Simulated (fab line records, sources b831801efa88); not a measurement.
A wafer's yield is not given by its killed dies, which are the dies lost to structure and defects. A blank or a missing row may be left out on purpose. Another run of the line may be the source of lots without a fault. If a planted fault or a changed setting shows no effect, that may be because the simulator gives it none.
2 desks looking at one fault :: flow sky130 :: each desk holds nothing but its own numbers, with what lay behind them at the end

## TOOL OWNER'S DESK, rie diel-02
The tool's own readings at SKY_VIA2_ETCH_14 (etches BARC in N2/H2, stops on SiO2, time 45.9 s, target depth 60 nm): means of the sampled wafers that have a number, for each lot that ran on this tool. A lot is out of limits, marked OUT, if its mean lies more than 4 standard deviations from the usual mean; the brackets give that distance.
Columns: A = drypump motor current A at SKY_VIA2_ETCH_14, usual 5.7 A; B = n2 flow sccm at SKY_VIA2_ETCH_14, usual 100.02 sccm; C = oes product au at SKY_VIA2_ETCH_14, usual 0.855 a.u.; D = run length s at SKY_VIA2_ETCH_14, usual 74.4 s; E = throttle valve pct at SKY_VIA2_ETCH_14, usual 13.225 %
lot: L933
first seen here: day 36 18:59
A: 6.1
B: 100.10
C: 0.856
D: 74.1
E: 13.236

lot: L934
first seen here: day 37 09:05
A: 5.8
B: 100.24
C: 0.853
D: 74.5
E: 13.225

lot: L935
first seen here: day 37 13:05
A: 5.9
B: 99.81
C: 0.854
D: 74.1
E: 13.221

lot: L936
first seen here: day 37 19:17
A: 5.3
B: 99.89
C: 0.858
D: 74.6
E: 13.222

lot: L937
first seen here: day 38 09:11
A: 5.8
B: 100.03
C: 0.854
D: 74.6
E: 13.226

lot: L939
first seen here: day 39 05:22
A: 5.5
B: 99.96
C: 0.853
D: 74.6
E: 13.226

lot: L941
first seen here: day 39 14:37
A: 5.2
B: 99.79
C: 0.851
D: 74.8
E: 13.230

lot: L944
first seen here: day 40 13:49
A: 5.8
B: 99.86
C: 0.907 (+11) OUT
D: 70.8 (-6.4) OUT
E: 13.226
This desk's finding: out of limits on L944; first on L944, day 40 13:49 (oes product au at SKY_VIA2_ETCH_14). L933, L934, L935, L936, L937, L939, L941 stayed within limits.

## AT THE METROLOGY DESK
Lot by lot, what the gauges showed, no matter which tool ran the lot: averages of those sampled wafers that carry a number. A lot is out of limits, marked OUT, if its mean lies more than 4 standard deviations from the usual mean; the brackets give that distance.
Columns: A = cd nm at SKY_VIA2_CD_MEAS_12, usual 200.3 nm; B = VIA2_W_THK at SKY_VIA2_THK_MEAS_23, usual 431 nm
lot: L933
first seen here: day 36 18:50
A: 199.8
B: 430

lot: L934
first seen here: day 37 08:56
A: 200.0
B: 420

lot: L935
first seen here: day 37 12:56
A: 200.3
B: 428

lot: L936
first seen here: day 37 19:10
A: 198.9
B: 433

lot: L937
first seen here: day 38 09:03
A: 198.5
B: 436

lot: L938
first seen here: day 38 09:44
A: 199.9
B: 428

lot: L939
first seen here: day 39 05:15
A: 200.4
B: 425

lot: L941
first seen here: day 39 14:32
A: 198.9
B: 421

lot: L944
first seen here: day 40 13:42
A: 199.5
B: 425

lot: L947
first seen here: day 41 03:25
A: 199.2
B: 433

lot: L952
first seen here: day 42 06:40
A: 202.8
B: 442

lot: L953
first seen here: day 42 13:41
A: 198.6
B: 432

lot: L955
first seen here: day 42 16:11
A: 201.2
B: 432
This desk's verdict: no lot among the 13 shows anything out of limits.

## ALL TOGETHER
An alarm could have come from the tool owner's desk at day 40 13:49, on L944.
The metrology desk saw nothing out of limits.
The metrology desk has L944 on record, within its limits.
All the named lots went through SKY_VIA2_ETCH_14 on rie diel-02.

## WHAT THE SIMULATOR HAD INSERTED
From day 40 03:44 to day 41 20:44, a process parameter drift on rie diel-02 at SKY_VIA2_ETCH_14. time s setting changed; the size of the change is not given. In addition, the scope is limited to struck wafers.
Shown lots that were struck: L944.
Delay in hours, fault start to first out-of-limits reading, by desk: the tool owner's desk at 10.
